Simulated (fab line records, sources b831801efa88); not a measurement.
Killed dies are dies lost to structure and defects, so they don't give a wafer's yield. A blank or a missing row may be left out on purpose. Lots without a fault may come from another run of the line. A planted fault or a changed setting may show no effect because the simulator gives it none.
fab line records | flow sky130
record lots=12 wafers=36 last_day=49
route steps=708 shown METAL2@505 METAL5@677 PASSIVATION@682 PAD_OPEN@702
lots that met no fault: from a run of the same line without faults
start_h: hours from the record's first day to the start of the lot's first wafer shown | wait_h: hours since the lot's step before | " the same as in the row above | L1.1+2: a row that stands for several wafers | - no value, or no start given | * or withheld: withheld | < > ~ a bound
route shown NAME@n: a module of which the file shows steps, and the number in the route of the first | usual: mean/standard deviation of fault-free wafers | same: alike in all rows | chamber/n: place in a boat | sites: the reading at each site | _std_site: their standard deviation | _edge_site: outer sites' mean less inner sites' | radius_mm: how far each site lies from the wafer's centre | mask NAME#n: copy n | behind: the tool/chamber that last shaped the wafer | hold: why the lot was held/for how many hours/how that ended | device: the transistor (n, p or np) that didn't switch | end of line: the same wafers' tests at the end of the route | a step without rows: its recipe alone | killed: dies lost to structure and defects at the first sort, not the wafer's yield | map: a wafer's dies, x killed, . not, _ none there
set.NAME: the setting as run; set.NAME@STEP: as run at that earlier step | model.NAME: the simulator's own value behind a step, which no gauge read
steps of the route over a sample of lots; a table a step, a row a wafer
services: from which hour (start_h, from the record's first day; less than 0 if before it) a tool's chamber was out of use, for how many hours, and why
## steps
# step SKY_METAL2_CLEAN_22
# recipe chemistry=IPA time_s=180 temp_c=25
# columns lot.wafer tool chamber start_h wait_h
L695.1+2+3 wet_bench-03 1 844.16 0.0
L694.1+3+5 wet_bench-04 2 845.89 0.0
L696.3+4+5 wet_bench-03 0 849.44 0.0
L697.2+4+6 wet_bench-04 2 854.34 0.0
L698.3+5+6 wet_bench-04 1 860.18 0.0
L702.1+3+4 wet_bench-04 0 889.88 0.0
L704.1+2+3 wet_bench-03 1 908.22 0.1
L705.1+3+5 wet_bench-03 3 910.04 0.0
L707.2+3+5 wet_bench-04 2 921.13 0.0
L709.1+3+5 wet_bench-01 0 938.91 0.0
L710.2+5+6 wet_bench-04 2 939.66 0.0
L711.2+5+6 wet_bench-04 2 954.09 0.0
# step SKY_METAL5_STRIP_16
# recipe chemistry=O2/N2 power_w=1400 pressure_mtorr=1500 platen_temp_c=withheld o2_flow_sccm=3000 n2_flow_sccm=300 overash_fraction=0.5
# usual drypump_motor_current_A=5.8/0.55 oes_product_au=0.710/0.0047 strip_time_to_endpoint_s=13.06/0.17
# columns lot.wafer tool chamber start_h wait_h drypump_motor_current_A oes_product_au rf_hours_counter_h strip_time_to_endpoint_s
L695.1 plasma_asher-01 1 1048.68 0.4 6.8 0.708 30 12.92
L695.2 " 0 " " 5.6 0.707 30 12.79
L695.3 " 0 " " 5.6 0.706 - 12.95
L694.1 plasma_asher-02 1 1050.73 0.4 5.0 0.717 64 12.80
L694.3 " 0 " " 6.1 0.710 - 12.73
L694.5 " 1 " " 5.0 0.708 - 12.81
L696.3 plasma_asher-04 0 1052.75 0.1 6.0 0.712 - 13.20
L696.4 " 1 " " 5.6 0.700 - 13.09
L696.5 " 1 " " 5.6 0.713 - 13.03
L697.2 plasma_asher-01 0 1057.55 0.2 5.6 0.702 31 13.18
L697.4 " 0 " " 5.6 0.710 - 12.78
L697.6 " 0 " " 5.6 0.711 - 12.75
L698.3 plasma_asher-02 1 1062.45 0.1 5.0 0.708 - 12.94
L698.5 " 0 " " 6.0 0.708 - 13.12
L698.6 " 1 " " 5.0 0.710 - 12.87
L702.1 plasma_asher-02 0 1088.20 0.2 6.0 0.711 68 13.03
L702.3 " 1 " " 5.0 0.706 - 12.92
L702.4 " 0 " " 6.0 0.707 - 13.36
L704.1 plasma_asher-01 0 1103.43 0.2 5.5 0.704 36 13.11
L704.2 " 1 " " 6.7 0.707 36 13.54
L704.3 " 1 " " 6.7 0.715 - 13.14
L705.1 plasma_asher-04 0 1105.15 0.2 5.9 0.710 4 13.17
L705.3 " 1 " " 5.6 0.710 - 13.21
L705.5 " 1 " " 5.6 0.715 - 13.18
L707.2 plasma_asher-02 1 1113.57 0.2 5.0 0.720 71 12.92
L707.3 " 1 " " 5.0 0.708 - 12.96
L707.5 " 0 " " 6.0 0.711 - 12.86
L709.1 plasma_asher-02 1 1127.75 0.2 5.0 0.706 73 13.23
L709.3 " 0 " " 6.0 0.713 - 13.23
L709.5 " 0 " " 6.0 0.707 - 13.06
L710.2 plasma_asher-04 1 1128.85 0.2 5.6 0.709 6 12.94
L710.5 " 0 " " 5.9 0.716 - 12.78
L710.6 " 1 " " 5.6 0.711 - 13.06
L711.2 plasma_asher-02 1 1139.37 0.2 5.0 0.702 74 13.22
L711.5 " 1 " " 5.0 0.706 - 13.18
L711.6 " 0 " " 6.0 0.708 - 13.28
# step SKY_PASSIVATION_THK_MEAS_01
# recipe reads=SiO2_of_PASSIVATION_CVD_00
# usual PASSIVATION_CVD_00_THK=90.6/1.5
# columns lot.wafer tool chamber start_h wait_h PASSIVATION_CVD_00_THK[nm]
L695.1 film_metro-04 - 1049.30 - 92.5
L695.2 " - " " 90.6
L695.3 " - " " 89.6
L694.1 film_metro-03 - 1051.36 - 89.5
L694.3 " - " " 89.8
L694.5 " - " " 92.0
L696.3 film_metro-04 - 1053.35 - 88.9
L696.4 " - " " 91.6
L696.5 " - " " 90.2
L697.2 film_metro-01 - 1058.21 - 90.1
L697.4 " - " " 90.4
L697.6 " - " " 91.0
L698.3 film_metro-01 - 1063.05 - 88.4
L698.5 " - " " 89.8
L698.6 " - " " 91.3
L702.1 film_metro-03 - 1088.81 - 89.6
L702.3 " - " " 89.4
L702.4 " - " " 91.3
L704.1 film_metro-03 - 1104.15 - 92.3
L704.2 " - " " 90.4
L704.3 " - " " 90.2
L705.1 film_metro-01 - 1105.76 - 91.7
L705.3 " - " " 92.6
L705.5 " - " " 91.3
L707.2 film_metro-03 - 1114.21 - 91.4
L707.3 " - " " 92.9
L707.5 " - " " 93.1
L709.1 film_metro-01 - 1128.36 - 89.4
L709.3 " - " " 90.3
L709.5 " - " " 91.3
L710.2 film_metro-01 - 1129.47 - 90.0
L710.5 " - " " 91.4
L710.6 " - " " 90.7
L711.2 film_metro-01 - 1140.48 - 87.7
L711.5 " - " " 91.3
L711.6 " - " " 88.6
# step SKY_PAD_OPEN_STRIP_08
# recipe chemistry=O2/N2 power_w=1400 pressure_mtorr=1500 platen_temp_c=withheld overash_fraction=0.7 o2_flow_sccm=3000 n2_flow_sccm=300
# usual drypump_motor_current_A=5.9/0.58 oes_product_au=0.663/0.005 strip_time_to_endpoint_s=37.12/0.12
# columns lot.wafer tool chamber start_h wait_h drypump_motor_current_A oes_product_au rf_hours_counter_h strip_time_to_endpoint_s
L695.1 plasma_asher-03 1 1091.81 0.1 5.9 0.658 95 37.25
L695.2 " 0 " " 6.3 0.656 95 37.17
L695.3 " 0 " " 6.4 0.656 - 37.09
L694.1 plasma_asher-02 1 1093.46 0.1 5.0 0.659 69 37.23
L694.3 " 1 " " 5.0 0.668 - 37.22
L694.5 " 1 " " 5.0 0.667 - 37.17
L696.3 plasma_asher-01 0 1096.75 0.1 5.5 0.663 - 37.11
L696.4 " 1 " " 6.7 0.663 - 37.14
L696.5 " 0 " " 5.5 0.666 - 37.16
L697.2 plasma_asher-01 1 1100.27 0.1 6.7 0.659 35 37.12
L697.4 " 1 " " 6.7 0.659 - 37.20
L697.6 " 1 " " 6.8 0.656 - 37.07
L698.3 plasma_asher-01 1 1105.25 0.1 6.7 0.661 - 36.85
L698.5 " 1 " " 6.7 0.667 - 36.95
L698.6 " 0 " " 5.5 0.655 - 36.98
L702.1 plasma_asher-01 1 1129.17 0.1 6.7 0.661 38 37.02
L702.3 " 1 " " 6.7 0.673 - 36.95
L702.4 " 0 " " 5.5 0.670 - 37.15
L704.1 plasma_asher-01 0 1143.07 0.1 5.6 0.670 39 37.35
L704.2 " 1 " " 6.7 0.658 39 37.32
L704.3 " 0 " " 5.5 0.659 - 37.16
L705.1 plasma_asher-02 0 1144.01 0.1 6.0 0.663 74 37.11
L705.3 " 0 " " 6.0 0.660 - 37.20
L705.5 " 1 " " 5.0 0.674 - 37.05
L707.2 plasma_asher-02 1 1152.47 0.1 5.0 0.665 75 37.01
L707.3 " 0 " " 6.0 0.657 - 37.01
L707.5 " 1 " " 5.0 0.665 - 37.10
L709.1 plasma_asher-02 0 1164.91 0.1 6.0 0.662 76 37.37
L709.3 " 0 " " 6.0 0.665 - 37.40
L709.5 " 1 " " 5.0 0.658 - 37.29
L710.2 plasma_asher-01 0 1166.27 0.1 5.6 0.666 41 37.13
L710.5 " 1 " " 6.7 0.662 - 37.10
L710.6 " 0 " " 5.6 0.664 - 37.20
L711.2 plasma_asher-01 0 1174.67 0.1 5.5 0.658 42 36.94
L711.5 " 0 " " 5.5 0.662 - 37.07
L711.6 " 1 " " 6.7 0.666 - 37.06
# step SKY_PAD_OPEN_PROBE_99
# usual defect_limited_yield=82.4/2 killed_at_M0_to_M3=42/6.8 killed_at_M4_up=3.4/1.8 killed_at_contacts=25/5.7 killed_at_front_end=16/4.8 killed_at_other=0.2/0.39 killed_dies=87/9.6 killed_open=47/6.9 killed_short=40/6.3 sort_bin_3_pad_short=0.9/0.45 sort_bin_5_function=10.4/1.5 sort_bin_6_memory=6.3/1.1 sort_n_pass=405/9.6 sort_yield_pct=82.4/2
# same gross_dies=492 killed_at_back_side=0 sort_bin_4_leakage[%]=0 sort_bin_8_speed[%]=0
# columns lot.wafer tool chamber start_h wait_h defect_limited_yield[%] killed_at_M0_to_M3 killed_at_M4_up killed_at_contacts killed_at_front_end killed_at_other killed_dies killed_open killed_short sort_bin_3_pad_short[%] sort_bin_5_function[%] sort_bin_6_memory[%] sort_n_pass sort_yield_pct[%]
L702.1 prober-02 - 1131.38 0.1 72.6 95 1 20 19 0 135 51 45 2.6 16.5 8.3 357 72.6
L702.3 prober-02 - 1131.48 0.2 73.0 91 3 27 12 0 133 55 33 2.2 17.3 7.5 359 73.0
L702.4 prober-02 - 1131.53 0.2 72.0 84 3 34 17 0 138 56 39 2.8 17.9 7.3 354 72.0
L705.1 prober-01 - 1146.27 0.1 81.1 51 2 25 15 0 93 51 42 0.4 11.6 6.9 399 81.1
L705.3 prober-01 - 1146.37 0.2 85.8 33 3 23 11 0 70 40 30 0.8 8.1 5.3 422 85.8
L705.5 prober-01 - 1146.47 0.2 79.9 50 5 31 13 0 99 59 40 1.2 12.4 6.5 393 79.9
# killed by level:class
L702.1 METAL2:unspecified=39 VIA1:geometric_particle:open=14 VIA3:geometric_particle:open=9 CONTACT:geometric_particle:open=8 METAL1:geometric_particle:short=7 METAL2:geometric_particle:short=7 VIA2:geometric_particle:open=6 POLY_GATE:geometric_particle:open=5
L702.3 METAL2:unspecified=44 VIA1:geometric_particle:open=15 CONTACT:geometric_particle:open=13 VIA2:geometric_particle:open=6 CONTACT:geometric_particle:short=6 POLY_GATE:geometric_particle:open=5 LI_CONTACT:geometric_particle:open=5 METAL2:geometric_particle:short=5
L702.4 METAL2:unspecified=43 CONTACT:geometric_particle:open=19 VIA3:geometric_particle:open=8 POLY_GATE:geometric_particle:open=6 VIA1:geometric_particle:open=6 LI_CONTACT:geometric_particle:open=6 METAL1:geometric_particle:short=6 VIA1:geometric_particle:short=6
L705.1 VIA1:geometric_particle:open=15 CONTACT:geometric_particle:open=10 VIA2:geometric_particle:open=8 VIA3:geometric_particle:open=7 LOCAL_INTERCONNECT:geometric_particle:short=6 CONTACT:geometric_particle:short=5 VIA1:geometric_particle:short=5 METAL2:geometric_particle:short=5
L705.3 CONTACT:geometric_particle:open=8 VIA1:geometric_particle:open=8 LI_CONTACT:geometric_particle:open=6 METAL1:geometric_particle:short=5 VIA2:geometric_particle:open=5 VIA3:geometric_particle:open=5 CONTACT:geometric_particle:short=4 POLY_GATE:geometric_particle:open=3
L705.5 VIA1:geometric_particle:open=11 LI_CONTACT:geometric_particle:open=11 CONTACT:geometric_particle:open=11 METAL1:geometric_particle:short=8 VIA2:geometric_particle:open=7 VIA3:geometric_particle:open=6 METAL2:geometric_particle:short=5 POLY_GATE:geometric_particle:open=4
## services
# columns tool chamber start_h hours kind
plasma_asher-01 - 841.53 2.8 pm
plasma_asher-02 - 848.60 0.9 repair
plasma_asher-04 - 945.25 3.0 repair
plasma_asher-04 - 947.79 2.3 repair
plasma_asher-01 - 980.87 0.3 repair
plasma_asher-04 - 1029.31 21.5 pm
plasma_asher-04 - 1055.25 9.0 pm
plasma_asher-04 0 1055.25 9.0 vent_cycle
plasma_asher-04 1 1055.25 9.0 vent_cycle
plasma_asher-04 0 1064.25 - clean
plasma_asher-04 1 1064.25 - clean
plasma_asher-03 - 1093.37 6.7 repair
plasma_asher-03 - 1155.43 1.2 repair
wet_bench-01 - 1159.79 1.8 repair
wet_bench-01 - 1172.00 1.9 pm
## key
first_sign step=SKY_PAD_OPEN_PROBE_99 reading=killed_at_M0_to_M3 direction=up sigmas=7 usual=42 struck=90
effect step=SKY_PAD_OPEN_PROBE_99 reading=killed_dies direction=up sigmas=5.1 usual=87 struck=135
met_at SKY_METAL2_CLEAN_22
struck_lots L702
struck_wafers L702.1,L702.3,L702.4
not_acting_at SKY_METAL5_STRIP_16,SKY_PASSIVATION_THK_MEAS_01,SKY_PAD_OPEN_STRIP_08
fault kind=chamber_particle_source tool=wet_bench-04 chamber=0 onset_h=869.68 steps=SKY_METAL2_CLEAN_22 rate_per_visit_cm2=0.71363
